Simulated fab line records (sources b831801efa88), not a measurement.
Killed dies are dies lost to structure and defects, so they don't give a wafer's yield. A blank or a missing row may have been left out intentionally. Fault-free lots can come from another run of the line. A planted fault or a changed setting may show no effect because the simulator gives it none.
Commonality check across tools :: flow sky130 :: 11 lots and 39 wafers in the sample

THE REASON FOR OPENING IT
Of 11 lots, 2 have the reading SONOS_ONO_CVD_04_THK flagged at SKY_SONOS_ONO_THK_MEAS_05. Fault-free wafers read 5.72 nm, with a standard deviation of 0.14.
Rule: flag the lot when none of its wafers has a number, or when each of its wafers that has one lies beyond 4 standard deviations from that mean. All remaining lots are regarded as sound.

lot: L393
measured: day 11 19:27
on: filmMetro-03
SONOS_ONO_CVD_04_THK (nm), wafer by wafer: 5.71 5.67 5.72
flag: 

lot: L394
measured: day 12 03:40
on: filmMetro-01
SONOS_ONO_CVD_04_THK (nm), wafer by wafer: 5.64 5.70 5.73
flag: 

lot: L395
measured: day 12 16:33
on: filmMetro-01
SONOS_ONO_CVD_04_THK (nm), wafer by wafer: 5.53 5.58 5.49
flag: 

lot: L396
measured: day 12 22:49
on: filmMetro-01
SONOS_ONO_CVD_04_THK (nm), wafer by wafer: 5.67 5.74 5.71
flag: 

lot: L397
measured: day 13 03:14
on: filmMetro-04
SONOS_ONO_CVD_04_THK (nm), wafer by wafer: 5.93 5.89 6.05
flag: 

lot: L398
measured: day 13 09:34
on: filmMetro-01
SONOS_ONO_CVD_04_THK (nm), wafer by wafer: 5.69 5.73 5.68
flag: 

lot: L402
measured: day 14 17:46
on: filmMetro-01
SONOS_ONO_CVD_04_THK (nm), wafer by wafer: 4.26 4.13 4.33 4.23 4.24 4.31
flag: FLAGGED

lot: L403
measured: day 15 02:28
on: filmMetro-03
SONOS_ONO_CVD_04_THK (nm), wafer by wafer: 4.07 3.94 4.05 4.08 3.98 4.01
flag: FLAGGED

lot: L411
measured: day 17 18:56
on: filmMetro-01
SONOS_ONO_CVD_04_THK (nm), wafer by wafer: 5.36 5.47 5.41
flag: 

lot: L412
measured: day 18 08:46
on: filmMetro-01
SONOS_ONO_CVD_04_THK (nm), wafer by wafer: 5.71 5.60 5.61
flag: 

lot: L413
measured: day 18 13:53
on: filmMetro-01
SONOS_ONO_CVD_04_THK (nm), wafer by wafer: 5.51 5.52 5.56
flag: 
Average over the flagged lots: 4.14 nm; offset from the usual -1.58 nm, equal to -11 standard deviations.

WHICH TOOL EACH LOT WENT THROUGH
The record keeps 1 process step preceding the reading, out of 708 steps on the route. Read each cell as the tool, then ch plus the chambers that the sampled wafers visited, then the start.
lot: L393
flag: 
SKY_SONOS_ONO_CVD_04: lpcvd-03 ch 1, day 11 18:12

lot: L394
flag: 
SKY_SONOS_ONO_CVD_04: lpcvd-03 ch 1, day 12 02:25

lot: L395
flag: 
SKY_SONOS_ONO_CVD_04: lpcvd-03 ch 1, day 12 15:16

lot: L396
flag: 
SKY_SONOS_ONO_CVD_04: lpcvd-03 ch 0, day 12 21:34

lot: L397
flag: 
SKY_SONOS_ONO_CVD_04: lpcvd-03 ch 1, day 13 01:57

lot: L398
flag: 
SKY_SONOS_ONO_CVD_04: lpcvd-03 ch 1, day 13 08:19

lot: L402
flag: FLAGGED
SKY_SONOS_ONO_CVD_04: lpcvd-03 ch 1, day 14 16:29

lot: L403
flag: FLAGGED
SKY_SONOS_ONO_CVD_04: lpcvd-03 ch 0, day 15 01:11

lot: L411
flag: 
SKY_SONOS_ONO_CVD_04: lpcvd-03 ch 0, day 17 17:41

lot: L412
flag: 
SKY_SONOS_ONO_CVD_04: lpcvd-03 ch 0, day 18 07:29

lot: L413
flag: 
SKY_SONOS_ONO_CVD_04: lpcvd-03 ch 1, day 18 12:37
What is done by these steps:
- SKY_SONOS_ONO_CVD_04: deposits SiO2 from SiH4/N2O, target thk 5.7199 nm.
- SKY_SONOS_ONO_THK_MEAS_05

FLAGGED OVER TOTAL, TOOL BY TOOL (the gauges that took the reading come last)
step: SKY_SONOS_ONO_CVD_04
tool: lpcvd-03
lots run: 11
flagged: 2
share of the flagged lots: all
sound lots run after its first flagged lot: 3 (L411,L412,L413)

step: SKY_SONOS_ONO_THK_MEAS_05
tool: filmMetro-01
lots run: 8
flagged: 1
share of the flagged lots: some
sound lots run after its first flagged lot: 3 (L411,L412,L413)

step: SKY_SONOS_ONO_THK_MEAS_05
tool: filmMetro-03
lots run: 2
flagged: 1
share of the flagged lots: some
sound lots run after its first flagged lot: 0

step: SKY_SONOS_ONO_THK_MEAS_05
tool: filmMetro-04
lots run: 1
flagged: 0
share of the flagged lots: none
sound lots run after its first flagged lot: -

WHAT IS ALLOWED BY THE TABLE
In the table, 1 row covers all flagged lots: lpcvd-03 at SKY_SONOS_ONO_CVD_04.
- lpcvd-03 at SKY_SONOS_ONO_CVD_04: 2 of its 11 lots flagged. Sound lots followed the first flagged one (L411, L412, L413) on it, something a lasting fault affecting the whole tool could not allow.
Not one row of the table ran every flagged lot while running no sound lot after the first.

WHAT HAD BEEN PUT IN BY THE SIMULATOR
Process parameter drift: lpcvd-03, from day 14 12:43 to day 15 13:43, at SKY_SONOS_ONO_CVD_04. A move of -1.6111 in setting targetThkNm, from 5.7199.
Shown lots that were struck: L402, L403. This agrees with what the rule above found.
